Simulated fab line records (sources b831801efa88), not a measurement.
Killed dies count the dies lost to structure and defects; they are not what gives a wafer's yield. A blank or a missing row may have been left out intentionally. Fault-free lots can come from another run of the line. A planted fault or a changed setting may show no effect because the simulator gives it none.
Which tool is to blame? | flow gf180mcu | 12 lots with 36 wafers sampled at 6 steps, on a route of 602 steps

WHAT THE GAUGES READ, wafer by wafer
GF_HV_LDD_CD_MEAS_07: target cd 400 nm. Usual: cd nm reads 399.9 nm (standard deviation 2.2).
lot  | measured     | on        | cd nm (nm)        | flag
L522 | day 10 06:46 | cd sem-02 | 400.7 398.5 398.1 |
L523 | day 11 02:53 | cd sem-02 | 398.7 398.8 399.2 |
L524 | day 11 02:41 | cd sem-01 | 399.6 398.3 397.4 |
L525 | day 11 14:56 | cd sem-01 | 401.3 400.9 403.8 |
L527 | day 12 01:23 | cd sem-01 | 401.1 401.2 399.6 |
L529 | day 12 16:41 | cd sem-02 | 401.0 399.8 399.3 |
L531 | day 13 00:11 | cd sem-02 | 400.5 399.6 400.8 |
L533 | day 13 10:10 | cd sem-02 | 397.9 398.5 397.5 |
L535 | day 13 18:32 | cd sem-01 | 400.2 402.3 400.4 |
L536 | day 14 01:40 | cd sem-02 | 400.5 398.3 400.8 |
L537 | day 14 09:56 | cd sem-02 | 398.4 396.2 396.6 |
L538 | day 14 21:10 | cd sem-01 | 402.9 404.5 402.9 |

GF_HV_LDD_TW_MEAS_38. Usual: HV_LDD_3_TW gives 1452 (standard deviation 21).
lot  | measured     | on            | HV_LDD_3_TW    | flag
L522 | day 11 21:16 | film metro-03 | 1430 1422 1416 |
L523 | day 12 18:07 | film metro-02 | 1431 1420 1431 |
L524 | day 12 17:02 | film metro-04 | 1472 1471 1463 |
L525 | day 13 03:16 | film metro-02 | 1426 1431 1436 |
L527 | day 13 09:55 | film metro-04 | 1471 1475 1476 |
L529 | day 13 19:33 | film metro-04 | 1479 1476 1480 |
L531 | day 14 03:26 | film metro-04 | 1471 1459 1472 |
L533 | day 14 19:46 | film metro-04 | 1472 1471 1466 |
L535 | day 15 13:07 | film metro-02 | 1440 1436 1426 |
L536 | day 15 22:48 | film metro-04 | 1471 1468 1452 |
L537 | day 16 06:05 | film metro-02 | 1373 1369 1365 | OFF
L538 | day 16 18:32 | film metro-03 | 1367 1367 1368 | OFF

GF_HV_LDD_RS_MEAS_53: measures by four-point-probe. Usual: HV_LDD_RS gives 418.8 ohm/sq (standard deviation 1.1).
lot  | measured     | on            | HV_LDD_RS (ohm/sq) | flag
L522 | day 12 16:22 | film metro-04 | 420.1 420.5 420.0  |
L523 | day 13 07:49 | film metro-03 | 419.1 418.9 419.4  |
L524 | day 13 07:13 | film metro-03 | 418.4 417.9 418.8  |
L525 | day 13 14:34 | film metro-02 | 418.1 418.1 417.3  |
L527 | day 13 22:17 | film metro-04 | 419.2 418.2 418.7  |
L529 | day 14 15:41 | film metro-02 | 419.6 419.5 418.0  |
L531 | day 15 01:23 | film metro-02 | 418.5 418.6 417.4  |
L533 | day 15 18:01 | film metro-02 | 418.5 419.2 419.2  |
L535 | day 16 11:43 | film metro-02 | 420.2 420.4 420.1  |
L536 | day 16 22:38 | film metro-03 | 419.3 419.0 419.9  |
L537 | day 17 05:10 | film metro-03 | 430.0 429.1 430.3  | OFF
L538 | day 17 17:11 | film metro-02 | 429.2 428.6 428.9  | OFF

WHAT TOOL EACH LOT RAN ON (gives the tool, then ch and the chambers of the sampled wafers, and finally the start)
lot  | GF_DUAL_GATE_STRIP_13                | GF_HV_LDD_STRIP_22                   | GF_HV_LDD_IMPLANT_35
L522 | plasma asher-02 ch 0,1, day 8 15:44  | plasma asher-02 ch 0,1, day 11 01:35 | implanter-04 ch 0, day 11 20:52
L523 | plasma asher-01 ch 0,1, day 9 09:07  | plasma asher-04 ch 0,1, day 11 22:16 | implanter-01 ch 0, day 12 17:44
L524 | plasma asher-03 ch 0,1, day 9 09:14  | plasma asher-01 ch 0,1, day 11 21:58 | implanter-01 ch 0, day 12 16:39
L525 | plasma asher-03 ch 0,1, day 9 21:38  | plasma asher-02 ch 0,1, day 12 10:37 | implanter-04 ch 0, day 13 02:52
L527 | plasma asher-03 ch 0,1, day 10 05:34 | plasma asher-02 ch 0,1, day 12 20:07 | implanter-01 ch 0, day 13 09:32
L529 | plasma asher-02 ch 0,1, day 10 20:50 | plasma asher-04 ch 0,1, day 13 07:09 | implanter-04 ch 0, day 13 19:09
L531 | plasma asher-01 ch 0,1, day 11 06:32 | plasma asher-02 ch 0,1, day 13 12:15 | implanter-04 ch 0, day 14 03:03
L533 | plasma asher-03 ch 0,1, day 11 23:29 | plasma asher-01 ch 0,1, day 13 22:53 | implanter-04 ch 0, day 14 19:22
L535 | plasma asher-02 ch 0,1, day 12 10:55 | plasma asher-02 ch 0,1, day 14 14:24 | implanter-04 ch 0, day 15 12:44
L536 | plasma asher-02 ch 0,1, day 12 15:17 | plasma asher-04 ch 0,1, day 14 23:36 | implanter-03 ch 0, day 15 22:24
L537 | plasma asher-03 ch 0,1, day 12 21:31 | plasma asher-04 ch 0,1, day 15 07:31 | implanter-04 ch 0, day 16 05:43
L538 | plasma asher-02 ch 0,1, day 13 01:56 | plasma asher-01 ch 0,1, day 15 19:17 | implanter-04 ch 0, day 16 18:10
- GF_DUAL_GATE_STRIP_13: strips in O2/N2.
- GF_HV_LDD_STRIP_22: strips in O2/N2.
- GF_HV_LDD_IMPLANT_35

AS READ BY THE TOOLS THEMSELVES (means over the sampled wafers that have a number; for cases with no such wafer, the mark the record gives instead)
GF_DUAL_GATE_STRIP_13. Usual: drypump motor current A 5.8 A, standard deviation 0.33; heater power w 329 W, standard deviation 27; oes product au 0.716 a.u., standard deviation 0.0044; strip time to endpoint s 12.62 s, standard deviation 0.035.
lot  | tool            | drypump motor current A (A) | heater power w (W) | oes product au (a.u.) | strip time to endpoint s (s) | flag
L522 | plasma asher-02 | 5.7                         | 329                | 0.719                 | 12.63                        |
L523 | plasma asher-01 | 5.7                         | 351                | 0.718                 | 12.61                        |
L524 | plasma asher-03 | 5.7                         | 313                | 0.714                 | 12.68                        |
L525 | plasma asher-03 | 5.7                         | 319                | 0.722                 | 12.61                        |
L527 | plasma asher-03 | 5.7                         | 319                | 0.710                 | 12.60                        |
L529 | plasma asher-02 | 6.0                         | 334                | 0.713                 | 12.57                        |
L531 | plasma asher-01 | 5.6                         | 329                | 0.714                 | 12.62                        |
L533 | plasma asher-03 | 6.0                         | 306                | 0.720                 | 12.63                        |
L535 | plasma asher-02 | 5.7                         | 331                | 0.718                 | 12.56                        |
L536 | plasma asher-02 | 6.0                         | 336                | 0.714                 | 12.63                        |
L537 | plasma asher-03 | 6.0                         | 309                | 0.715                 | 12.61                        |
L538 | plasma asher-02 | 5.7                         | 329                | 0.716                 | 12.59                        |

GF_HV_LDD_STRIP_22. Usual: drypump motor current A 5.70 A, standard deviation 0.25; heater power w 331 W, standard deviation 24; oes product au 0.716 a.u., standard deviation 0.0044; strip time to endpoint s 12.63 s, standard deviation 0.036.
lot  | tool            | drypump motor current A (A) | heater power w (W) | oes product au (a.u.) | strip time to endpoint s (s) | flag
L522 | plasma asher-02 | 5.96                        | 330                | 0.715                 | 12.63                        |
L523 | plasma asher-04 | 5.70                        | 328                | 0.717                 | 12.68                        |
L524 | plasma asher-01 | 5.60                        | 328                | 0.721                 | 12.64                        |
L525 | plasma asher-02 | 5.72                        | 327                | 0.717                 | 12.67                        |
L527 | plasma asher-02 | 5.71                        | 335                | 0.715                 | 12.67                        |
L529 | plasma asher-04 | 5.71                        | 330                | 0.716                 | 12.64                        |
L531 | plasma asher-02 | 5.98                        | 329                | 0.717                 | 12.62                        |
L533 | plasma asher-01 | 5.68                        | 360                | 0.712                 | 12.61                        |
L535 | plasma asher-02 | 5.71                        | 331                | 0.716                 | 12.68                        |
L536 | plasma asher-04 | 5.60                        | 321                | 0.717                 | 12.65                        |
L537 | plasma asher-04 | 5.70                        | 332                | 0.717                 | 12.59                        |
L538 | plasma asher-01 | 5.69                        | 359                | 0.715                 | 12.63                        |

GF_HV_LDD_IMPLANT_35. Usual: beam energy keV 59.996, standard deviation 0.018; dose ions cm2 7.498e+12, standard deviation 9.9e+09; faraday current uA 42.3, standard deviation 0.86.
lot  | tool         | beam energy keV | dose ions cm2 | faraday current uA | flag
L522 | implanter-04 | 60.003          | 7.490e+12     | 41.9               |
L523 | implanter-01 | 60.021          | 7.488e+12     | 42.5               |
L524 | implanter-01 | 60.004          | 7.489e+12     | 42.6               |
L525 | implanter-04 | 60.000          | 7.506e+12     | 43.2               |
L527 | implanter-01 | 59.987          | 7.504e+12     | 41.9               |
L529 | implanter-04 | 60.022          | 7.500e+12     | 42.7               |
L531 | implanter-04 | 60.000          | 7.515e+12     | 42.4               |
L533 | implanter-04 | 59.990          | 7.496e+12     | 42.5               |
L535 | implanter-04 | 59.988          | 7.489e+12     | 41.7               |
L536 | implanter-03 | 59.983          | 7.491e+12     | 41.7               |
L537 | implanter-04 | 60.031          | 3.425e+12     | 19.1               | OFF
L538 | implanter-04 | 60.010          | 3.430e+12     | 19.1               | OFF

THE ANSWER, worked out from the rows above alone
Rule: a lot is off if the mean of its wafers that have a number lies more than 3 standard deviations from the usual mean. Also off: a lot with no number at a reading for which 4 or more lots have one. Where the step has rows for the other lots, those lots are counted as sound. The gauges are gone through in route order, then the tools' own readings, and for those a lot's mean is taken as printed above. The first step at which some lot is off is used, and at that step the reading that is off furthest; a lot without a number counts as furthest.
Off: L537, L538, at GF_HV_LDD_TW_MEAS_38 (HV_LDD_3_TW).
A tool fits if, at a process step before that reading, it ran every lot that is off, and no sound lot after the first of them. Not tried: the gauges at GF_HV_LDD_TW_MEAS_38; whatever is off there is also off at GF_HV_LDD_IMPLANT_35, on other tools, and gauge error can't account for it. One fits: implanter-04 at GF_HV_LDD_IMPLANT_35. A fault onset in the window from L535 (day 15 12:44, its last sound lot) to L537 (day 16 05:43, its first lot off) fits.
The tool's own readings at GF_HV_LDD_IMPLANT_35 bear it out: on the lots that are off they differ by more than 5 times the standard deviation of the sound lots' means. dose ions cm2 reads 3.428e+12 there against 7.497e+12 on the sound lots; faraday current uA reads 19.1 there against 42.3 on the sound lots.

WHAT THE SIMULATOR PUT IN
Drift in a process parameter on implanter-04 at GF_HV_LDD_IMPLANT_35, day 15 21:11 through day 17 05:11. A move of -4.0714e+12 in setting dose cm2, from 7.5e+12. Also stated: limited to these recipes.
Struck lots among those shown: L537, L538. This agrees with what the rule above found.
